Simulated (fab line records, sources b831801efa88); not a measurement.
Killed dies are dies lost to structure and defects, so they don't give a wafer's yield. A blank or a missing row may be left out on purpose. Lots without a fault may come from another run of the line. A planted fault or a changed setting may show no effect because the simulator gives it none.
fab line records | flow sky130
record lots=7 wafers=21 last_day=51
route steps=708 shown METAL4@629 VIA4@639
lots that met no fault: from a run of the same line without faults
start_h: hours from the record's first day to the start of the lot's first wafer shown | wait_h: hours since the lot's step before | " the same as in the row above | L1.1+2: a row that stands for several wafers | - no value, or no start given | * or withheld: withheld | < > ~ a bound
route shown NAME@n: a module of which the file shows steps, and the number in the route of the first | usual: mean/standard deviation of fault-free wafers | same: alike in all rows | chamber/n: place in a boat | sites: the reading at each site | _std_site: their standard deviation | _edge_site: outer sites' mean less inner sites' | radius_mm: how far each site lies from the wafer's centre | mask NAME#n: copy n | behind: the tool/chamber that last shaped the wafer | hold: why the lot was held/for how many hours/how that ended | device: the transistor (n, p or np) that didn't switch | end of line: the same wafers' tests at the end of the route | a step without rows: its recipe alone | killed: dies lost to structure and defects at the first sort, not the wafer's yield | map: a wafer's dies, x killed, . not, _ none there
set.NAME: the setting as run; set.NAME@STEP: as run at that earlier step | model.NAME: the simulator's own value behind a step, which no gauge read
lots at some steps of the route; a table a step, a row a wafer
services: from which hour (start_h, from the record's first day; less than 0 if before it) a tool's chamber was out of use, for how many hours, and why
## steps
# step SKY_METAL4_CD_MEAS_13
# recipe target_cd_nm=300
# usual cd_nm=300.2/1.5
# columns lot.wafer tool chamber start_h wait_h cd_nm
L748.1 cd_sem-02 - 1022.87 - 299.3
L748.2 " - " " 300.7
L748.3 " - " " 300.1
L747.1 cd_sem-02 - 1027.37 - 299.1
L747.3 " - " " 298.1
L747.5 " - " " 300.1
L757.1 cd_sem-01 - 1080.36 - 299.2
L757.5 " - " " 300.4
L757.6 " - " " 299.8
L760.3 cd_sem-01 - 1097.96 - 301.0
L760.4 " - " " 300.3
L760.5 " - " " 300.9
L761.1 cd_sem-01 - 1099.97 - 301.3
L761.3 " - " " 300.8
L761.6 " - " " 302.4
L763.1 cd_sem-02 - 1115.42 - 300.9
L763.2 " - " " 302.5
L763.3 " - " " 300.7
L767.1 cd_sem-01 - 1140.71 - 300.5
L767.4 " - " " 300.9
L767.6 " - " " 300.4
# step SKY_METAL4_OVL_MEAS_14
# usual METAL4_OVL=-1/5.3
# columns lot.wafer tool chamber start_h wait_h METAL4_OVL[nm]
L748.1 overlay-02 - 1022.99 0.1 -8
L748.2 " - " " -9
L748.3 " - " " -8
L747.1 overlay-01 - 1027.49 0.1 -1
L747.3 " - " " -6
L747.5 " - " " -2
L757.1 overlay-02 - 1080.48 0.1 -7
L757.5 " - " " -7
L757.6 " - " " -3
L760.3 overlay-01 - 1098.05 0.1 7
L760.4 " - " " 4
L760.5 " - " " 0
L761.1 overlay-01 - 1100.09 0.1 -9
L761.3 " - " " -13
L761.6 " - " " -4
L763.1 overlay-01 - 1115.54 0.1 1
L763.2 " - " " 4
L763.3 " - " " 9
L767.1 overlay-02 - 1140.83 0.1 -4
L767.4 " - " " 3
L767.6 " - " " -1
# step SKY_METAL4_DESCUM_15
# recipe chemistry=O2 source_power_w=150 bias_power_w=0 pressure_mtorr=10 temp_c=40 time_s=8
# step SKY_METAL4_ETCH_16
# recipe chemistry=N2/H2 target=BARC ion_energy_ev=200 bias_w=100 pressure_mtorr=30 n2_flow_sccm=100 h2_flow_sccm=200 icp_w=500 stop_on=SiO2 time_s=88.2 target_depth_a=600
# usual drypump_motor_current_A=5.8/0.47 oes_product_au=0.626/0.0043 throttle_valve_pct=13.205/0.0093
# columns lot.wafer tool chamber start_h wait_h drypump_motor_current_A oes_product_au rf_hours_counter_h throttle_valve_pct
L748.1 rie_metal-02 0 1023.06 0.0 5.8 0.628 13 13.213
L748.2 " 1 " " 6.2 0.622 17 13.206
L748.3 " 1 " " 6.2 0.631 - 13.194
L747.1 rie_metal-04 1 1027.56 0.0 5.3 0.631 1 13.199
L747.3 " 1 " " 5.3 0.620 - 13.195
L747.5 " 1 " " 5.3 0.625 - 13.196
L757.1 rie_metal-01 1 1080.54 0.0 5.3 0.623 10 13.193
L757.5 " 1 " " 5.3 0.633 - 13.180
L757.6 " 0 " " 6.4 0.626 - 13.224
L760.3 rie_metal-02 0 1098.14 0.0 5.8 0.625 - 13.194
L760.4 " 1 " " 6.2 0.626 - 13.213
L760.5 " 0 " " 5.8 0.618 - 13.207
L761.1 rie_metal-01 1 1100.16 0.0 5.3 0.628 11 13.205
L761.3 " 1 " " 5.3 0.625 - 13.216
L761.6 " 1 " " 5.3 0.626 - 13.211
L763.1 rie_metal-01 0 1115.61 0.0 6.4 0.624 8 13.199
L763.2 " 1 " " 5.3 0.628 12 13.210
L763.3 " 0 " " 6.3 0.625 - 13.204
L767.1 rie_metal-01 0 1140.89 0.0 6.3 0.622 10 13.215
L767.4 " 0 " " 6.4 0.624 - 13.218
L767.6 " 0 " " 6.3 0.627 - 13.205
# step SKY_METAL4_ETCH_17
# recipe target=SiO2 stop_on=TiN chemistry=C4F8/O2/Ar source_w=1500 bias_w=1200 pressure_mtorr=40 c4f8_flow_sccm=withheld O2_flow_sccm=6 Ar_flow_sccm=300 time_s=3.9 target_depth_a=150
# usual oes_product_au=0.753/0.0068
# columns lot.wafer tool chamber start_h wait_h oes_product_au rf_hours_counter_h
L748.1 rie_diel-01 3 1023.15 0.1 0.745 17
L748.2 " 0 " " 0.741 19
L748.3 " 2 " " 0.748 13
L747.1 rie_diel-04 1 1027.66 0.1 0.741 14
L747.3 " 3 " " 0.749 13
L747.5 " 0 " " 0.754 -
L757.1 rie_diel-03 0 1080.64 0.1 0.749 22
L757.5 " 3 " " 0.752 -
L757.6 " 2 " " 0.750 -
L760.3 rie_diel-04 0 1098.21 0.0 0.744 19
L760.4 " 3 " " 0.762 16
L760.5 " 1 " " 0.758 -
L761.1 rie_diel-03 3 1100.26 0.1 0.749 19
L761.3 " 2 " " 0.749 4
L761.6 " 3 " " 0.753 -
L763.1 rie_diel-03 3 1115.71 0.1 0.752 20
L763.2 " 0 " " 0.752 23
L763.3 " 2 " " 0.753 4
L767.1 rie_diel-03 0 1140.99 0.1 0.755 24
L767.4 " 2 " " 0.744 5
L767.6 " 2 " " 0.754 -
# step SKY_METAL4_METAL_ETCH_18
# recipe target_depth_a=8450 stop_on=SiO2 over_etch_frac=0.3 time_s=183.1 chemistry=Cl2/BCl3 resist_sidewall_deg=88 pressure_mtorr=10 icp_w=900 bias_w=48.5 Cl2_flow_sccm=60 bcl3_flow_sccm=30
# step SKY_METAL4_STRIP_19
# recipe chemistry=O2/N2 power_w=1400 pressure_mtorr=1500 platen_temp_c=withheld o2_flow_sccm=3000 n2_flow_sccm=300 overash_fraction=0.5
# usual drypump_motor_current_A=5.5/0.39 o2_flow_sccm=3001/8 oes_product_au=0.500/0.0049 strip_time_to_endpoint_s=6.49/0.067
# columns lot.wafer tool chamber start_h wait_h drypump_motor_current_A o2_flow_sccm oes_product_au rf_hours_counter_h strip_time_to_endpoint_s
L748.1 plasma_asher-02 0 1023.35 0.1 6.0 2988 0.507 88 6.47
L748.2 " 1 " " 4.9 2994 0.498 88 6.49
L748.3 " 1 " " 4.9 2989 0.503 - 6.48
L747.1 plasma_asher-02 0 1027.85 0.1 6.0 3005 0.494 88 6.50
L747.3 " 1 " " 4.9 2994 0.498 - 6.56
L747.5 " 1 " " 4.9 3003 0.501 - 6.52
L757.1 plasma_asher-04 1 1081.02 0.3 5.3 3015 0.496 34 6.35
L757.5 " 0 " " 5.7 3005 0.483 - 6.38
L757.6 " 1 " " 5.3 3021 0.497 - 6.35
L760.3 plasma_asher-03 0 1098.44 0.1 5.5 2992 0.498 - 6.45
L760.4 " 1 " " 5.9 3002 0.499 - 6.46
L760.5 " 1 " " 6.0 3001 0.495 - 6.52
L761.1 plasma_asher-02 0 1100.46 0.1 6.0 3009 0.503 96 6.58
L761.3 " 0 " " 6.1 3003 0.504 - 6.58
L761.6 " 0 " " 6.0 3003 0.507 - 6.55
L763.1 plasma_asher-03 1 1115.91 0.1 6.0 3009 0.498 4 6.54
L763.2 " 0 " " 5.5 2998 0.503 4 6.44
L763.3 " 0 " " 5.5 2996 0.499 - 6.40
L767.1 plasma_asher-03 1 1141.19 0.1 6.0 2996 0.492 6 6.49
L767.4 " 1 " " 6.0 3010 0.493 - 6.43
L767.6 " 1 " " 5.9 3005 0.497 - 6.52
# step SKY_METAL4_STRIP_20
# recipe chemistry=post_etch_residue_remover time_s=1200 temp_c=72.5
# step SKY_METAL4_CLEAN_21
# recipe chemistry=IPA time_s=180 temp_c=25
# step SKY_METAL4_CLEAN_22
# recipe chemistry=O3/DIW dry=n2_spin
# step SKY_VIA4_HDPCVD_00
# recipe material=SiO2 target_thk_nm=1750 sigma_open_frac=0.3 time_s=291.7 temp_c=400 sih4_flow_sccm=60 pressure_mtorr=6
# step SKY_VIA4_THK_MEAS_01
# recipe reads=SiO2_of_VIA4_HDPCVD_00
# usual VIA4_HDPCVD_THK=1746/16
# columns lot.wafer tool chamber start_h wait_h VIA4_HDPCVD_THK[nm]
L748.1 film_metro-02 - 1024.17 0.1 1740
L748.2 " - " " 1740
L748.3 " - " " 1770
L747.1 film_metro-02 - 1028.64 0.1 1734
L747.3 " - " " 1743
L747.5 " - " " 1738
L757.1 film_metro-02 - 1081.79 0.1 1737
L757.5 " - " " 1735
L757.6 " - " " 1722
L760.3 film_metro-03 - 1099.24 0.1 1753
L760.4 " - " " 1771
L760.5 " - " " 1757
L761.1 film_metro-04 - 1101.27 0.1 1743
L761.3 " - " " 1734
L761.6 " - " " 1724
L763.1 film_metro-04 - 1116.68 0.1 1726
L763.2 " - " " 1739
L763.3 " - " " 1731
L767.1 film_metro-04 - 1141.99 0.1 1770
L767.4 " - " " 1760
L767.6 " - " " 1764
# step SKY_VIA4_CMP_02
# recipe material=SiO2 down_force_psi=4 platen_rpm=60 pad_velocity_m_s=0.94248
# usual edge_zone_pressure_frac=1.000/0.0045 head_pressure_psi=4.001/0.0078 motor_current_A=11.5/1.3
# columns lot.wafer tool chamber start_h wait_h edge_zone_pressure_frac head_pressure_psi motor_current_A model.SiO2_of_VIA4_HDPCVD_00.thk_nm
L748.1 cmp-02 2 1024.26 0.1 1.003 4.004 11.8 580.8
L748.3 " 3 " " 0.990 4.002 13.2 581.4
L748.2 " 1 " " 0.996 4.016 9.6 580.8
L747.3 cmp-02 2 1028.70 0.0 1.001 4.001 12.1 579
L747.1 " 1 " " 0.997 3.994 9.5 579.5
L747.5 " 3 " " 0.998 4.000 12.6 580.4
L757.1 cmp-02 0 1081.90 0.1 1.001 4.005 13.4 581.1
L757.6 " 3 " " 1.008 4.012 12.5 580.7
L757.5 " 0 " " 1.000 3.998 12.3 579.9
L760.3 cmp-01 0 1099.38 0.1 - - - 1752
L760.4 " 1 " " - - - 1772
L760.5 " 2 " " - - - 1756
L761.3 cmp-01 1 1101.33 0.0 - - - 1734
L761.1 " 3 " " - - - 1742
L761.6 " 2 " " - - - 1723
L763.3 cmp-02 2 1116.74 0.0 - - - 1731
L763.1 " 0 " " - - - 1727
L763.2 " 1 " " - - - 1738
L767.4 cmp-02 2 1142.15 0.1 1.003 3.998 11.6 580
L767.1 " 3 " " 0.998 3.991 12.5 579.8
L767.6 " 1 " " 0.998 4.006 10.3 580.7
# step SKY_VIA4_BOW_MEAS_03
# recipe mode=bow
# usual VIA4_BOW=82/7.5
# columns lot.wafer tool chamber start_h wait_h VIA4_BOW[um]
L748.1 film_metro-02 - 1024.56 0.2 84
L748.2 " - " " 79
L748.3 " - " " 87
L747.1 film_metro-03 - 1029.00 0.1 77
L747.3 " - " " 79
L747.5 " - " " 81
L757.1 film_metro-03 - 1082.15 0.2 75
L757.5 " - " " 87
L757.6 " - " " 68
L760.3 film_metro-04 - 1099.62 0.2 145
L760.4 " - " " 145
L760.5 " - " " 143
L761.1 film_metro-04 - 1101.63 0.1 143
L761.3 " - " " 138
L761.6 " - " " 130
L763.1 film_metro-02 - 1117.04 0.1 134
L763.2 " - " " 131
L763.3 " - " " 114
L767.1 film_metro-03 - 1142.35 0.1 77
L767.4 " - " " 86
L767.6 " - " " 89
# step SKY_VIA4_DEHYDRATE_04
# recipe temp_c=200 time_s=60
# step SKY_VIA4_HMDS_05
# recipe prime_time_s=60 prime_temp_c=120
# step SKY_VIA4_COAT_06
# recipe resist=NOVOLAK spin_rpm=3000 resist_thk_nm=1140
# step SKY_VIA4_SOFTBAKE_07
# recipe temp_c=90 time_s=60 resist=NOVOLAK
# step SKY_VIA4_EXPOSE_08
# recipe mask_id=VIM4 na=0.6 source_shape=conventional sigma_outer=0.6 polarization=unpolarized target_cd_nm=800 dose_mj=132
# step SKY_VIA4_PEB_09
# recipe temp_c=withheld time_s=* resist=NOVOLAK
# step SKY_VIA4_DEVELOP_10
# recipe resist=NOVOLAK developer=TMAH develop_time_s=60 dev_temp_c=23
# step SKY_VIA4_OVL_MEAS_11
# usual VIA4_OVL=0.2/1.4
# columns lot.wafer tool chamber start_h wait_h VIA4_OVL[nm]
L748.1 overlay-02 - 1047.17 0.1 -0.6
L748.2 " - " " -0.8
L748.3 " - " " 1.5
L747.1 overlay-01 - 1051.47 0.1 0.0
L747.3 " - " " 0.7
L747.5 " - " " -2.0
L757.1 overlay-02 - 1103.07 0.1 -0.9
L757.5 " - " " -0.2
L757.6 " - " " -1.8
L760.3 overlay-01 - 1120.04 0.1 0.2
L760.4 " - " " -0.4
L760.5 " - " " -0.3
L761.1 overlay-01 - 1121.97 0.1 -1.2
L761.3 " - " " -2.1
L761.6 " - " " -2.4
L763.1 overlay-01 - 1137.47 0.1 1.2
L763.2 " - " " 2.4
L763.3 " - " " 1.2
L767.1 overlay-02 - 1161.02 0.1 1.3
L767.4 " - " " 1.0
L767.6 " - " " 1.8
# step SKY_VIA4_ETCH_12
# recipe target=SiO2 chemistry=C4F8/O2/Ar stop_on=TiN mask_material=NOVOLAK source_w=1500 bias_w=1200 pressure_mtorr=40 c4f8_flow_sccm=withheld O2_flow_sccm=6 Ar_flow_sccm=300 time_s=withheld target_depth_a=5800
# usual oes_product_au=0.926/0.0047
# columns lot.wafer tool chamber start_h wait_h oes_product_au model.VIA4.feature_depth_nm model.etch.depth_nm
L748.1 rie_diel-02 3 1047.21 0.0 0.927 580.8 580.8
L748.2 " 0 " " 0.929 580.8 580.8
L748.3 " 2 " " 0.919 581.4 581.4
L747.1 rie_diel-01 3 1051.51 0.0 0.930 579.5 579.5
L747.3 " 1 " " 0.931 579 579
L747.5 " 2 " " 0.935 580.4 580.4
L757.1 rie_diel-01 2 1103.11 0.0 0.930 581.1 581.1
L757.5 " 0 " " 0.933 579.9 579.9
L757.6 " 1 " " 0.932 580.7 580.7
L760.3 rie_diel-02 1 1120.06 0.0 1.628 659.2 659.2
L760.4 " 3 " " 1.629 661.4 661.4
L760.5 " 1 " " 1.625 657.8 657.8
L761.1 rie_diel-02 0 1122.01 0.0 1.623 654.1 654.1
L761.3 " 3 " " 1.625 652.7 652.7
L761.6 " 0 " " 1.609 646.4 646.4
L763.1 rie_diel-01 0 1137.51 0.0 1.616 652.9 652.9
L763.2 " 3 " " 1.626 651.3 651.3
L763.3 " 1 " " 1.631 660.4 660.4
L767.1 rie_diel-02 1 1161.06 0.0 0.926 579.8 579.8
L767.4 " 1 " " 0.933 580 580
L767.6 " 2 " " 0.925 580.7 580.7
# step SKY_VIA4_STRIP_13
# recipe chemistry=O2/N2 power_w=1400 pressure_mtorr=1500 platen_temp_c=withheld o2_flow_sccm=3000 n2_flow_sccm=300 overash_fraction=0.5
# usual drypump_motor_current_A=5.6/0.39 o2_flow_sccm=3001/9.2 oes_product_au=0.709/0.0042 strip_time_to_endpoint_s=12.802/0.022
# columns lot.wafer tool chamber start_h wait_h drypump_motor_current_A o2_flow_sccm oes_product_au rf_hours_counter_h strip_time_to_endpoint_s
L748.1 plasma_asher-01 1 1047.28 - 6.1 3002 0.709 60 12.805
L748.2 " 0 " " 5.5 2987 0.711 60 12.800
L748.3 " 0 " " 5.5 3002 0.705 - 12.789
L747.1 plasma_asher-02 0 1051.58 - 6.0 3018 0.710 91 12.833
L747.3 " 1 " " 4.9 3006 0.709 - 12.814
L747.5 " 1 " " 4.9 2998 0.710 - 12.830
L757.1 plasma_asher-04 0 1103.18 - 5.6 2994 0.718 37 12.832
L757.5 " 1 " " 5.3 2991 0.704 - 12.826
L757.6 " 0 " " 5.6 3000 0.709 - 12.811
L760.3 plasma_asher-01 1 1120.17 - 6.1 2986 0.706 - 12.825
L760.4 " 0 " " 5.5 2998 0.706 - 12.806
L760.5 " 0 " " 5.5 2990 0.705 - 12.798
L761.1 plasma_asher-01 1 1122.08 - 6.1 2988 0.711 66 12.817
L761.3 " 1 " " 6.1 3002 0.709 - 12.777
L761.6 " 0 " " 5.5 3014 0.700 - 12.769
L763.1 plasma_asher-04 1 1137.58 - 5.3 3014 0.712 40 12.787
L763.2 " 0 " " 5.6 3009 0.707 40 12.828
L763.3 " 0 " " 5.6 3005 0.713 - 12.836
L767.1 plasma_asher-02 1 1161.13 - 4.9 3004 0.709 102 12.747
L767.4 " 0 " " 6.0 3015 0.706 - 12.793
L767.6 " 0 " " 6.0 3016 0.708 - 12.822
# step SKY_VIA4_STRIP_14
# recipe chemistry=post_etch_residue_remover time_s=1200 temp_c=72.5
# step SKY_VIA4_CLEAN_15
# recipe chemistry=IPA time_s=180 temp_c=25
# step SKY_VIA4_CLEAN_16
# recipe chemistry=O3/DIW dry=n2_spin
# step SKY_VIA4_SPUTTER_17
# recipe material=TiN target_thk_nm=20 chamber_pressure_pa=5 power_w=4000 time_s=80
# usual cathode_dc_power_W=4000.1/0.78 throttle_valve_pct=30.3/0.9
# columns lot.wafer tool chamber start_h wait_h cathode_dc_power_W throttle_valve_pct
L748.1 pvd_sputter-04 - 1047.87 0.0 4000.0 29.6
L748.2 " - " " 3998.7 31.3
L748.3 " - " " 4000.0 31.2
L747.1 pvd_sputter-01 - 1052.17 0.0 3998.0 30.6
L747.3 " - " " 4000.1 30.9
L747.5 " - " " 4000.4 30.8
L757.1 pvd_sputter-01 - 1103.77 0.0 4000.2 28.8
L757.5 " - " " 3999.4 31.2
L757.6 " - " " 4000.9 30.4
L760.3 pvd_sputter-01 - 1120.72 0.0 3998.9 30.9
L760.4 " - " " 4000.6 28.6
L760.5 " - " " 3999.1 30.9
L761.1 pvd_sputter-01 - 1122.88 0.0 4000.4 30.5
L761.3 " - " " 3999.5 30.9
L761.6 " - " " 4000.4 30.7
L763.1 pvd_sputter-03 - 1138.21 0.0 3999.6 29.7
L763.2 " - " " 3998.1 28.6
L763.3 " - " " 3999.1 29.8
L767.1 pvd_sputter-04 - 1161.72 0.0 4001.2 31.1
L767.4 " - " " 4001.0 29.6
L767.6 " - " " 4000.5 31.4
# step SKY_VIA4_CVD_18
# recipe material=W target_thk_nm=505 time_s=152.14 temp_c=400 pressure_torr=40
# step SKY_VIA4_CMP_21
# recipe stop_on=SiO2 t_overpolish_s=25 down_force_psi=3.5 platen_rpm=60 target_thk_nm=0 pad_velocity_m_s=0.94248
# usual edge_zone_pressure_frac=1.000/0.0049 head_pressure_psi=3.500/0.008 motor_current_A=10.5/1.2
# columns lot.wafer tool chamber start_h wait_h edge_zone_pressure_frac head_pressure_psi motor_current_A model.SiO2_of_VIA4_HDPCVD_00.thk_nm
L748.1 cmp-01 2 1048.27 0.1 1.006 3.495 11.5 575.3
L748.3 " 0 " " 1.002 3.492 8.8 576
L748.2 " 1 " " 1.003 3.501 10.1 575.3
L747.3 cmp-01 0 1052.67 0.1 0.996 3.506 8.6 573.6
L747.1 " 1 " " 1.004 3.505 10.6 574
L747.5 " 2 " " 0.999 3.492 11.5 574.9
L757.1 cmp-01 0 1104.27 0.1 1.002 3.506 8.4 575.6
L757.5 " 2 " " 1.003 3.494 11.6 574.4
L757.6 " 3 " " 0.996 3.508 10.0 575.2
L760.3 cmp-02 2 1121.17 0.1 0.998 3.497 11.3 1746
L760.4 " 0 " " 0.998 3.502 11.6 1766
L760.5 " 1 " " 1.002 3.510 9.0 1750
L761.1 cmp-02 0 1123.32 0.1 1.003 3.491 11.8 1737
L761.3 " 2 " " 1.003 3.494 11.2 1728
L761.6 " 3 " " 0.996 3.505 12.5 1718
L763.1 cmp-01 0 1138.60 0.1 0.994 3.494 8.7 1721
L763.3 " 2 " " 1.005 3.487 11.4 1725
L763.2 " 3 " " 1.004 3.483 9.9 1733
L767.4 cmp-01 0 1162.11 0.0 1.002 3.487 8.6 574.5
L767.1 " 1 " " 0.995 3.493 9.9 574.3
L767.6 " 0 " " 0.994 3.508 8.9 575.2
## services
# columns tool chamber start_h hours kind
cmp-02 - 999.84 7.2 pm
rie_diel-01 3 1002.56 1.2 repair
cmp-02 - 1007.70 1.8 repair
plasma_asher-04 - 1013.64 10.1 pm
plasma_asher-03 - 1014.58 14.6 pm
cmp-01 - 1020.43 2.0 repair
rie_diel-03 3 1023.23 22.6 repair
rie_diel-01 2 1023.47 9.4 repair
rie_diel-02 2 1027.30 4.7 repair
cmp-02 - 1042.62 9.0 repair
rie_diel-01 3 1063.40 6.3 repair
cmp-02 - 1065.89 10.0 pm
pvd_sputter-01 - 1072.57 0.6 repair
rie_diel-02 2 1078.48 31.9 repair
rie_diel-02 3 1083.35 3.5 repair
cmp-02 - 1084.00 4.0 pm
rie_diel-03 1 1112.74 4.4 repair
rie_diel-01 1 1113.69 14.0 repair
cmp-02 - 1126.22 0.6 repair
cmp-01 - 1142.91 10.2 repair
cmp-01 - 1143.47 1.7 repair
rie_diel-01 2 1145.00 3.0 repair
rie_diel-01 - 1147.10 0.9 repair
rie_diel-03 - 1152.39 1.2 repair
## key
first_sign step=SKY_VIA4_CMP_02 reading=tool_record direction=missing
effect step=SKY_VIA4_BOW_MEAS_03 reading=VIA4_BOW direction=up sigmas=7.2 usual=82 struck=136
effect step=SKY_VIA4_ETCH_12 reading=oes_product_au direction=up sigmas=99+ usual=0.926 struck=1.624
model_effect step=SKY_VIA4_CMP_02 value=SiO2_of_VIA4_HDPCVD_00.thk_nm without=580.6 struck=1742
model_effect step=SKY_VIA4_ETCH_12 value=VIA4.feature_depth_nm without=580.6 struck=655.1
model_effect step=SKY_VIA4_CMP_21 value=SiO2_of_VIA4_HDPCVD_00.thk_nm without=575.1 struck=1736
met_at SKY_VIA4_CMP_02
struck_wafers L760.3,L760.4,L760.5,L761.1,L761.3,L761.6,L763.1,L763.2,L763.3
later_rows_left_out L760.3,L760.4,L760.5,L761.1,L761.3,L761.6,L763.1,L763.2,L763.3
sort_left_out L760.3,L760.4,L760.5,L761.1,L761.3,L761.6,L763.1,L763.2,L763.3
onset_between 1081.90 1099.38
fault kind=skipped_step_whole tool=cmp-01,cmp-02 chamber=- onset_h=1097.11 steps=SKY_VIA4_CMP_02 scope=struck_lots_only
# sort_left_out: the simulated sort isn't trusted on such a fault, so these wafers' sort isn't shown, and their yield isn't known
# later_rows_left_out: the simulator's readings of these wafers behind a module that went badly wrong aren't trusted and aren't shown, but for the sort
